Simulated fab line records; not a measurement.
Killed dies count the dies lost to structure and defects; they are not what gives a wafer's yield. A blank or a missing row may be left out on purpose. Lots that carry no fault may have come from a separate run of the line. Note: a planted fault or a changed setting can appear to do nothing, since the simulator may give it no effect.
2 desks looking at one fault :: flow sky130 :: what lay behind the numbers comes last; until then each desk has only its own

## THE METROLOGY DESK
What the gauges read for every lot (on any tool): the sampled wafers with a number, averaged. If a lot's mean is further than 4 standard deviations from the usual mean, the lot is out of limits and carries the mark OUT (the distance appears in the brackets).
Columns: A = cd-nm at SKY_SONOS_ONO_CD_MEAS_13, usual 409.6 nm; B = SONOS_ONO_OVL at SKY_SONOS_ONO_OVL_MEAS_14, usual -0.6 nm; C = GATE_OXIDE_OXIDATION_00_THK at SKY_GATE_OXIDE_THK_MEAS_02, usual 10.28 nm; D = GATE_OXIDE_OVL at SKY_GATE_OXIDE_OVL_MEAS_10, usual 0.2 nm; E = GATE_OXIDE_TW at SKY_GATE_OXIDE_TW_MEAS_14, usual 225
lot: L581
first seen here: day 12 19:00
A: 409.8
B: 0.2
C: 10.25
D: -0.3
E: 223

lot: L588
first seen here: day 15 01:44
A: 406.7
B: 0.2
C: 10.36
D: 0.2
E: 225

lot: L593
first seen here: day 16 16:10
A: 409.1
B: -0.6
C: 10.47
D: 0.7
E: 229

lot: L594
first seen here: day 16 21:13
A: 409.4
B: 2.1
C: 10.18
D: 1.8
E: 222

lot: L596
first seen here: day 18 03:31
A: 410.0
B: -0.9
C: 10.36
D: 1.5
E: 229

lot: L603
first seen here: day 20 05:24
A: 407.3
B: -0.4
C: 10.02
D: -0.1
E: 224
This desk found nothing out of limits on any of the 6 lots.

## THE TOOL OWNER'S DESK: wet-bench-03
The tool's own readings at SKY_GATE_OXIDE_CLEAN_00 (cleans in SC1/SC2, time 150 s): means of the sampled wafers that have a number, for each lot that ran on this tool. If a lot's mean is further than 4 standard deviations from the usual mean, the lot is out of limits and carries the mark OUT (the distance appears in the brackets).
Columns: A = run-length-s at SKY_GATE_OXIDE_CLEAN_00, usual 178 s
lot: L588
first seen here: day 15 02:14
A: 186

lot: L593
first seen here: day 16 16:35
A: 105 (-21) OUT

lot: L594
first seen here: day 16 21:38
A: 110 (-19) OUT
This desk's finding: out of limits on L593, L594; first on L593, day 16 16:35 (run-length-s at SKY_GATE_OXIDE_CLEAN_00). In limits: L588.

## BROUGHT TOGETHER
An alarm could have come from the tool owner's desk at day 16 16:35, on L593, L594.
The metrology desk saw nothing out of limits.
The metrology desk holds a record of L593, L594, inside its limits.
SKY_GATE_OXIDE_CLEAN_00 was run on wet-bench-03 by each of the lots named.

## WHAT THE SIMULATOR HAD INSERTED
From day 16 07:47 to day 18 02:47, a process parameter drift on wet-bench-03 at SKY_GATE_OXIDE_CLEAN_00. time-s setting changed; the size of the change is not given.
Struck lots among those shown: L593, L594.
Time in hours from fault onset to the first out-of-limits reading at each desk: the tool owner's desk, 9.
